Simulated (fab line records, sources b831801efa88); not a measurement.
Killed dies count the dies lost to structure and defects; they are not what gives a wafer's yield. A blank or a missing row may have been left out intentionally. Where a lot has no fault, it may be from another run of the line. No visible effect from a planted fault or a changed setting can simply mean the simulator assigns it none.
Which tool was responsible? :: flow sky130 :: Sampling: 24 lots, 72 wafers, 4 of 708 route steps

## WHAT EACH GAUGE READ, for each wafer
SKY_POLY_GATE_CD_MEAS_22. Usual: cdNm 150.0 nm, standard deviation 2.7.
lot: L074
measured: day 16 16:19
on: cdSem-02
cdNm (nm): 151.9 150.3 154.4
flag: 

lot: L075
measured: day 17 01:07
on: cdSem-01
cdNm (nm): 148.4 151.8 147.5
flag: 

lot: L076
measured: day 17 09:29
on: cdSem-02
cdNm (nm): 147.3 149.0 145.5
flag: 

lot: L077
measured: day 17 23:55
on: cdSem-01
cdNm (nm): 151.8 152.0 153.4
flag: 

lot: L079
measured: day 18 20:33
on: cdSem-01
cdNm (nm): 154.4 152.4 154.2
flag: 

lot: L080
measured: day 18 20:47
on: cdSem-02
cdNm (nm): 146.7 146.7 144.7
flag: 

lot: L078
measured: day 18 21:48
on: cdSem-01
cdNm (nm): 148.2 153.7 148.6
flag: 

lot: L081
measured: day 19 04:07
on: cdSem-02
cdNm (nm): 151.1 145.0 148.1
flag: 

lot: L082
measured: day 19 22:31
on: cdSem-02
cdNm (nm): 149.4 148.9 149.5
flag: 

lot: L083
measured: day 20 00:10
on: cdSem-01
cdNm (nm): 151.4 148.4 150.8
flag: 

lot: L084
measured: day 20 15:36
on: cdSem-01
cdNm (nm): 148.8 148.9 149.5
flag: 

lot: L085
measured: day 20 15:38
on: cdSem-02
cdNm (nm): 154.6 153.2 150.7
flag: 

lot: L086
measured: day 20 20:29
on: cdSem-02
cdNm (nm): 145.3 145.9 147.6
flag: 

lot: L087
measured: day 21 08:27
on: cdSem-01
cdNm (nm): 149.1 147.0 148.2
flag: 

lot: L088
measured: day 21 17:40
on: cdSem-01
cdNm (nm): 149.6 150.7 151.6
flag: 

lot: L089
measured: day 22 03:33
on: cdSem-02
cdNm (nm): 145.9 147.6 149.9
flag: 

lot: L090
measured: day 22 14:13
on: cdSem-01
cdNm (nm): 151.1 152.1 151.1
flag: 

lot: L092
measured: day 23 06:04
on: cdSem-01
cdNm (nm): 149.6 150.0 154.4
flag: 

lot: L091
measured: day 23 09:29
on: cdSem-02
cdNm (nm): 147.6 149.9 151.4
flag: 

lot: L093
measured: day 23 14:46
on: cdSem-01
cdNm (nm): 147.4 150.4 145.7
flag: 

lot: L094
measured: day 23 23:01
on: cdSem-01
cdNm (nm): 153.4 152.7 149.4
flag: 

lot: L096
measured: day 24 13:44
on: cdSem-01
cdNm (nm): 147.1 148.9 149.6
flag: 

lot: L095
measured: day 24 17:32
on: cdSem-01
cdNm (nm): 149.2 149.8 150.8
flag: 

lot: L097
measured: day 25 09:16
on: cdSem-02
cdNm (nm): 153.9 156.4 150.7
flag: 

SKY_CONTACT_THK_MEAS_03. Usual: for CONTACT_HDPCVD_THK the level is 581 nm and the standard deviation is 5.3.
lot: L074
measured: day 30 15:38
on: filmMetro-02
CONTACT_HDPCVD_THK (nm): 586 580 588
flag: 

lot: L075
measured: day 31 04:12
on: filmMetro-01
CONTACT_HDPCVD_THK (nm): 581 589 578
flag: 

lot: L076
measured: day 31 07:52
on: filmMetro-04
CONTACT_HDPCVD_THK (nm): 583 588 584
flag: 

lot: L077
measured: day 31 23:06
on: filmMetro-04
CONTACT_HDPCVD_THK (nm): 582 591 585
flag: 

lot: L079
measured: day 32 20:04
on: filmMetro-02
CONTACT_HDPCVD_THK (nm): 587 596 593
flag: 

lot: L080
measured: day 32 20:21
on: filmMetro-01
CONTACT_HDPCVD_THK (nm): 581 581 585
flag: 

lot: L078
measured: day 32 21:16
on: filmMetro-02
CONTACT_HDPCVD_THK (nm): 590 585 581
flag: 

lot: L081
measured: day 32 23:31
on: filmMetro-01
CONTACT_HDPCVD_THK (nm): 579 577 578
flag: 

lot: L082
measured: day 33 18:28
on: filmMetro-02
CONTACT_HDPCVD_THK (nm): 575 582 575
flag: 

lot: L083
measured: day 33 22:23
on: filmMetro-04
CONTACT_HDPCVD_THK (nm): 576 572 589
flag: 

lot: L084
measured: day 34 10:53
on: filmMetro-01
CONTACT_HDPCVD_THK (nm): 575 587 583
flag: 

lot: L085
measured: day 34 05:51
on: filmMetro-02
CONTACT_HDPCVD_THK (nm): 589 591 587
flag: 

lot: L086
measured: day 34 14:17
on: filmMetro-02
CONTACT_HDPCVD_THK (nm): 582 580 581
flag: 

lot: L087
measured: day 35 00:24
on: filmMetro-04
CONTACT_HDPCVD_THK (nm): 583 580 592
flag: 

lot: L088
measured: day 35 06:26
on: filmMetro-01
CONTACT_HDPCVD_THK (nm): 586 585 587
flag: 

lot: L089
measured: day 35 15:55
on: filmMetro-01
CONTACT_HDPCVD_THK (nm): 575 573 568
flag: 

lot: L090
measured: day 36 00:04
on: filmMetro-01
CONTACT_HDPCVD_THK (nm): 583 580 581
flag: 

lot: L092
measured: day 36 16:03
on: filmMetro-04
CONTACT_HDPCVD_THK (nm): 583 583 578
flag: 

lot: L091
measured: day 36 19:44
on: filmMetro-01
CONTACT_HDPCVD_THK (nm): 588 582 575
flag: 

lot: L093
measured: day 36 21:02
on: filmMetro-04
CONTACT_HDPCVD_THK (nm): 577 582 581
flag: 

lot: L094
measured: day 37 08:06
on: filmMetro-02
CONTACT_HDPCVD_THK (nm): 576 579 569
flag: 

lot: L096
measured: day 37 14:34
on: filmMetro-02
CONTACT_HDPCVD_THK (nm): 577 577 579
flag: 

lot: L095
measured: day 37 21:13
on: filmMetro-04
CONTACT_HDPCVD_THK (nm): 574 578 577
flag: 

lot: L097
measured: day 38 11:13
on: filmMetro-04
CONTACT_HDPCVD_THK (nm): 577 581 585
flag: 

## TOOL THAT RAN EACH LOT (tool first, then ch and the chambers of the sampled wafers, then the start)
lot: L074
SKY_POLY_CUT_ETCH_10: rieDiel-02 ch 1,2,3, day 24 10:52
SKY_SD_N_RTA_14: rtpAnneal-01 ch 0, day 28 03:43

lot: L075
SKY_POLY_CUT_ETCH_10: rieDiel-04 ch 0,3, day 24 22:10
SKY_SD_N_RTA_14: rtpAnneal-02 ch 0, day 28 16:05

lot: L076
SKY_POLY_CUT_ETCH_10: rieDiel-01 ch 0,1, day 25 03:45
SKY_SD_N_RTA_14: rtpAnneal-01 ch 0, day 28 20:05

lot: L077
SKY_POLY_CUT_ETCH_10: rieDiel-02 ch 0,1, day 25 20:55
SKY_SD_N_RTA_14: rtpAnneal-01 ch 0, day 29 11:58

lot: L079
SKY_POLY_CUT_ETCH_10: rieDiel-01 ch 0,3, day 26 15:55
SKY_SD_N_RTA_14: rtpAnneal-02 ch 0, day 30 08:28

lot: L080
SKY_POLY_CUT_ETCH_10: rieDiel-02 ch 1,2,3, day 26 16:34
SKY_SD_N_RTA_14: rtpAnneal-01 ch 0, day 30 09:04

lot: L078
SKY_POLY_CUT_ETCH_10: rieDiel-02 ch 1,3, day 26 18:19
SKY_SD_N_RTA_14: rtpAnneal-02 ch 0, day 30 09:19

lot: L081
SKY_POLY_CUT_ETCH_10: rieDiel-04 ch 0,2,3, day 26 21:55
SKY_SD_N_RTA_14: rtpAnneal-01 ch 0, day 30 11:49

lot: L082
SKY_POLY_CUT_ETCH_10: rieDiel-02 ch 0,1,2, day 27 17:40
SKY_SD_N_RTA_14: rtpAnneal-02 ch 0, day 31 08:23

lot: L083
SKY_POLY_CUT_ETCH_10: rieDiel-04 ch 1,2, day 27 20:37
SKY_SD_N_RTA_14: rtpAnneal-01 ch 0, day 31 11:28

lot: L084
SKY_POLY_CUT_ETCH_10: rieDiel-01 ch 1,2,3, day 28 10:31
SKY_SD_N_RTA_14: rtpAnneal-01 ch 0, day 32 00:16

lot: L085
SKY_POLY_CUT_ETCH_10: rieDiel-04 ch 0,2, day 28 07:25
SKY_SD_N_RTA_14: rtpAnneal-02 ch 0, day 31 20:02

lot: L086
SKY_POLY_CUT_ETCH_10: rieDiel-01 ch 1,2,3, day 28 13:40
SKY_SD_N_RTA_14: rtpAnneal-02 ch 0, day 32 03:41

lot: L087
SKY_POLY_CUT_ETCH_10: rieDiel-02 ch 0,1,3, day 29 00:39
SKY_SD_N_RTA_14: rtpAnneal-01 ch 0, day 32 14:51

lot: L088
SKY_POLY_CUT_ETCH_10: rieDiel-01 ch 0,3, day 29 08:04
SKY_SD_N_RTA_14: rtpAnneal-02 ch 0, day 32 20:52

lot: L089
SKY_POLY_CUT_ETCH_10: rieDiel-04 ch 0,1,3, day 29 17:39
SKY_SD_N_RTA_14: rtpAnneal-01 ch 0, day 33 06:49

lot: L090
SKY_POLY_CUT_ETCH_10: rieDiel-04 ch 1,2,3, day 30 04:18
SKY_SD_N_RTA_14: rtpAnneal-02 ch 0, day 33 15:20

lot: L092
SKY_POLY_CUT_ETCH_10: rieDiel-01 ch 0,3, day 30 19:18
SKY_SD_N_RTA_14: rtpAnneal-01 ch 0, day 34 06:56

lot: L091
SKY_POLY_CUT_ETCH_10: rieDiel-02 ch 0,1,2, day 30 23:25
SKY_SD_N_RTA_14: rtpAnneal-02 ch 0, day 34 11:01

lot: L093
SKY_POLY_CUT_ETCH_10: rieDiel-02 ch 0,1,3, day 31 02:25
SKY_SD_N_RTA_14: rtpAnneal-01 ch 0, day 34 12:04

lot: L094
SKY_POLY_CUT_ETCH_10: rieDiel-02 ch 2,3, day 31 11:52
SKY_SD_N_RTA_14: rtpAnneal-02 ch 0, day 34 22:49

lot: L096
SKY_POLY_CUT_ETCH_10: rieDiel-02 ch 0,2,3, day 31 20:31
SKY_SD_N_RTA_14: rtpAnneal-01 ch 0, day 35 06:08

lot: L095
SKY_POLY_CUT_ETCH_10: rieDiel-02 ch 1,2,3, day 32 02:49
SKY_SD_N_RTA_14: rtpAnneal-02 ch 0, day 35 13:07

lot: L097
SKY_POLY_CUT_ETCH_10: rieDiel-04 ch 0,2,3, day 32 17:19
SKY_SD_N_RTA_14: rtpAnneal-02 ch 0, day 36 03:10
- SKY_POLY_CUT_ETCH_10: etches BARC in N2/H2, stops on SiO2, time 45.9 s, target depth 60 nm.
- SKY_SD_N_RTA_14: time 2 s.

## AS READ BY THE TOOLS THEMSELVES (means over the sampled wafers that have a number; for cases with no such wafer, the mark the record gives instead)
SKY_POLY_CUT_ETCH_10. Usual: drypumpMotorCurrentA 5.8 A, standard deviation 0.45; oesProductAu 0.854 a.u., standard deviation 0.0053; throttleValvePct 13.225 %, standard deviation 0.0094.
lot: L074
tool: rieDiel-02
drypumpMotorCurrentA (A): 5.7
oesProductAu (a.u.): 0.854
throttleValvePct (%): 13.223
flag: 

lot: L075
tool: rieDiel-04
drypumpMotorCurrentA (A): 5.2
oesProductAu (a.u.): 0.855
throttleValvePct (%): 13.231
flag: 

lot: L076
tool: rieDiel-01
drypumpMotorCurrentA (A): 5.6
oesProductAu (a.u.): 0.858
throttleValvePct (%): 13.221
flag: 

lot: L077
tool: rieDiel-02
drypumpMotorCurrentA (A): 6.1
oesProductAu (a.u.): 0.855
throttleValvePct (%): 13.222
flag: 

lot: L079
tool: rieDiel-01
drypumpMotorCurrentA (A): 5.6
oesProductAu (a.u.): 0.853
throttleValvePct (%): 13.230
flag: 

lot: L080
tool: rieDiel-02
drypumpMotorCurrentA (A): 5.7
oesProductAu (a.u.): 0.855
throttleValvePct (%): 13.222
flag: 

lot: L078
tool: rieDiel-02
drypumpMotorCurrentA (A): 5.6
oesProductAu (a.u.): 0.856
throttleValvePct (%): 13.224
flag: 

lot: L081
tool: rieDiel-04
drypumpMotorCurrentA (A): 5.7
oesProductAu (a.u.): 0.858
throttleValvePct (%): 13.241
flag: 

lot: L082
tool: rieDiel-02
drypumpMotorCurrentA (A): 6.0
oesProductAu (a.u.): 0.857
throttleValvePct (%): 13.233
flag: 

lot: L083
tool: rieDiel-04
drypumpMotorCurrentA (A): 6.3
oesProductAu (a.u.): 0.855
throttleValvePct (%): 13.225
flag: 

lot: L084
tool: rieDiel-01
drypumpMotorCurrentA (A): 5.5
oesProductAu (a.u.): 0.853
throttleValvePct (%): 13.226
flag: 

lot: L085
tool: rieDiel-04
drypumpMotorCurrentA (A): 5.9
oesProductAu (a.u.): 0.857
throttleValvePct (%): 13.228
flag: 

lot: L086
tool: rieDiel-01
drypumpMotorCurrentA (A): 5.5
oesProductAu (a.u.): 0.850
throttleValvePct (%): 13.217
flag: 

lot: L087
tool: rieDiel-02
drypumpMotorCurrentA (A): 5.8
oesProductAu (a.u.): 0.852
throttleValvePct (%): 13.229
flag: 

lot: L088
tool: rieDiel-01
drypumpMotorCurrentA (A): 5.7
oesProductAu (a.u.): 0.848
throttleValvePct (%): 13.218
flag: 

lot: L089
tool: rieDiel-04
drypumpMotorCurrentA (A): 5.7
oesProductAu (a.u.): 0.860
throttleValvePct (%): 13.233
flag: 

lot: L090
tool: rieDiel-04
drypumpMotorCurrentA (A): 6.2
oesProductAu (a.u.): 0.860
throttleValvePct (%): 13.226
flag: 

lot: L092
tool: rieDiel-01
drypumpMotorCurrentA (A): 5.6
oesProductAu (a.u.): 0.851
throttleValvePct (%): 13.230
flag: 

lot: L091
tool: rieDiel-02
drypumpMotorCurrentA (A): 6.0
oesProductAu (a.u.): 0.854
throttleValvePct (%): 13.228
flag: 

lot: L093
tool: rieDiel-02
drypumpMotorCurrentA (A): 5.8
oesProductAu (a.u.): 0.859
throttleValvePct (%): 13.222
flag: 

lot: L094
tool: rieDiel-02
drypumpMotorCurrentA (A): 5.6
oesProductAu (a.u.): 0.857
throttleValvePct (%): 13.221
flag: 

lot: L096
tool: rieDiel-02
drypumpMotorCurrentA (A): 5.9
oesProductAu (a.u.): 0.846
throttleValvePct (%): 13.221
flag: 

lot: L095
tool: rieDiel-02
drypumpMotorCurrentA (A): 5.7
oesProductAu (a.u.): 0.851
throttleValvePct (%): 13.220
flag: 

lot: L097
tool: rieDiel-04
drypumpMotorCurrentA (A): 5.7
oesProductAu (a.u.): 0.852
throttleValvePct (%): 13.230
flag: 

SKY_SD_N_RTA_14. Usual: lampPowerPct 15.74 %, standard deviation 0.048; wafer_temp_C_max 1078.1, standard deviation 1.3.
lot: L074
tool: rtpAnneal-01
lampPowerPct (%): 15.77
wafer_temp_C_max: 1077.7
flag: 

lot: L075
tool: rtpAnneal-02
lampPowerPct (%): 15.76
wafer_temp_C_max: 1077.7
flag: 

lot: L076
tool: rtpAnneal-01
lampPowerPct (%): 15.76
wafer_temp_C_max: 1077.0
flag: 

lot: L077
tool: rtpAnneal-01
lampPowerPct (%): 15.74
wafer_temp_C_max: 1078.1
flag: 

lot: L079
tool: rtpAnneal-02
lampPowerPct (%): 15.81
wafer_temp_C_max: 1077.8
flag: 

lot: L080
tool: rtpAnneal-01
lampPowerPct (%): 15.72
wafer_temp_C_max: 1078.7
flag: 

lot: L078
tool: rtpAnneal-02
lampPowerPct (%): 15.76
wafer_temp_C_max: 1078.0
flag: 

lot: L081
tool: rtpAnneal-01
lampPowerPct (%): 15.72
wafer_temp_C_max: 1078.2
flag: 

lot: L082
tool: rtpAnneal-02
lampPowerPct (%): 15.72
wafer_temp_C_max: 1077.6
flag: 

lot: L083
tool: rtpAnneal-01
lampPowerPct (%): 15.71
wafer_temp_C_max: 1078.0
flag: 

lot: L084
tool: rtpAnneal-01
lampPowerPct (%): 15.75
wafer_temp_C_max: 1078.1
flag: 

lot: L085
tool: rtpAnneal-02
lampPowerPct (%): 15.73
wafer_temp_C_max: 1078.2
flag: 

lot: L086
tool: rtpAnneal-02
lampPowerPct (%): 15.71
wafer_temp_C_max: 1079.0
flag: 

lot: L087
tool: rtpAnneal-01
lampPowerPct (%): 15.78
wafer_temp_C_max: 1077.3
flag: 

lot: L088
tool: rtpAnneal-02
lampPowerPct (%): 15.76
wafer_temp_C_max: 1077.7
flag: 

lot: L089
tool: rtpAnneal-01
lampPowerPct (%): 15.69
wafer_temp_C_max: 1078.7
flag: 

lot: L090
tool: rtpAnneal-02
lampPowerPct (%): 15.72
wafer_temp_C_max: 1078.8
flag: 

lot: L092
tool: rtpAnneal-01
lampPowerPct (%): 15.72
wafer_temp_C_max: 1077.7
flag: 

lot: L091
tool: rtpAnneal-02
lampPowerPct (%): 15.76
wafer_temp_C_max: 1077.7
flag: 

lot: L093
tool: rtpAnneal-01
lampPowerPct (%): 15.74
wafer_temp_C_max: 1078.0
flag: 

lot: L094
tool: rtpAnneal-02
lampPowerPct (%): 15.70
wafer_temp_C_max: 1077.7
flag: 

lot: L096
tool: rtpAnneal-01
lampPowerPct (%): 15.76
wafer_temp_C_max: 1078.3
flag: 

lot: L095
tool: rtpAnneal-02
lampPowerPct (%): 15.74
wafer_temp_C_max: 1078.6
flag: 

lot: L097
tool: rtpAnneal-02
lampPowerPct (%): 15.73
wafer_temp_C_max: 1078.4
flag: 

## THE ANSWER, worked out from the rows above alone
Rule: a lot is off if the mean of its wafers that have a number lies more than 3 standard deviations from the usual mean. Also off: a lot with no number at a reading for which 4 or more lots have one. Where the step has rows for the other lots, those lots are counted as sound. The gauges are gone through in route order, then the tools' own readings, and for those a lot's mean is taken as printed above. The first step at which some lot is off is used, and at that step the reading that is off furthest; a lot without a number counts as furthest.
None of the lots is off at any reading shown; this tells nothing.

## WHAT THE SIMULATOR HAD INSERTED
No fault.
